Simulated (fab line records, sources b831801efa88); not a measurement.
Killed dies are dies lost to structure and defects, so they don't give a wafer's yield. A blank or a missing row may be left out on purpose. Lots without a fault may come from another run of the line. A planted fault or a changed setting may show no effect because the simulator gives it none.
One fault seen from 2 desks | flow sfq_line | each desk has only its own numbers; what lay behind them comes last

THE METROLOGY DESK
What the gauges read, lot by lot, whatever tool the lot ran on: means of the sampled wafers that have a number. A lot is out of limits, marked OUT, if its mean lies more than 4 standard deviations from the usual mean; the brackets give that distance.
Columns: A = M3_NB_RS at SFQ_M3_RS_MEAS_919, usual 0.888 ohm/sq; B = M3_OVL at SFQ_M3_OVL_MEAS_921, usual 2 nm
lot  | first seen here | A     | B
L481 | day 31 19:32    | 0.889 | 4
L484 | day 38 16:38    | 0.888 | 6
L496 | day 44 12:31    | 0.885 | 4
L498 | day 46 04:05    | 0.897 | -4
L501 | day 46 14:52    | 0.890 | 4
This desk's finding: nothing out of limits on any of the 5 lots.

THE TOOL OWNER'S DESK: rie_metal-02
The tool's own readings at SFQ_TRILAYER_M3_ETCH_METAL_ETCH_078 (etches Nb in Cl2/Ar, stops on SiO2, target depth 240 nm, time 120 s): means of the sampled wafers that have a number, for each lot that ran on this tool. A lot is out of limits, marked OUT, if its mean lies more than 4 standard deviations from the usual mean; the brackets give that distance.
Columns: A = drypump_motor_current_A at SFQ_TRILAYER_M3_ETCH_METAL_ETCH_078, usual 5.58 A; B = oes_product_au at SFQ_TRILAYER_M3_ETCH_METAL_ETCH_078, usual 0.895 a.u.; C = run_length_s at SFQ_TRILAYER_M3_ETCH_METAL_ETCH_078, usual 148.5 s
lot  | first seen here | A    | B                | C
L484 | day 38 19:10    | 5.73 | 0.862 (-4.3) OUT | 157.1 (+20) OUT
L496 | day 44 15:58    | 5.73 | 0.897            | 148.8
L498 | day 51 23:34    | 5.73 | 0.888            | 148.9
L501 | day 52 09:10    | 5.80 | 0.895            | 148.6
This desk's finding: out of limits on L484; first on L484, day 38 19:10 (oes_product_au at SFQ_TRILAYER_M3_ETCH_METAL_ETCH_078). In limits: L496, L498, L501.

PUT TOGETHER
The tool owner's desk could have raised an alarm at day 38 19:10, on L484.
The metrology desk saw nothing out of limits.
The metrology desk has L484 on record, within its limits.
Of the lots named, all ran SFQ_TRILAYER_M3_ETCH_METAL_ETCH_078 on rie_metal-02.

WHAT THE SIMULATOR HAD PUT IN
Process parameter drift: rie_metal-02, from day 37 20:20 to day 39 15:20, at SFQ_TRILAYER_M3_ETCH_METAL_ETCH_078. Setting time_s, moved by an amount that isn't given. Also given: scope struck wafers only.
Lots struck among those shown: L484.
Hours from the fault's start to each desk's first reading out of limits: the tool owner's desk, 23.
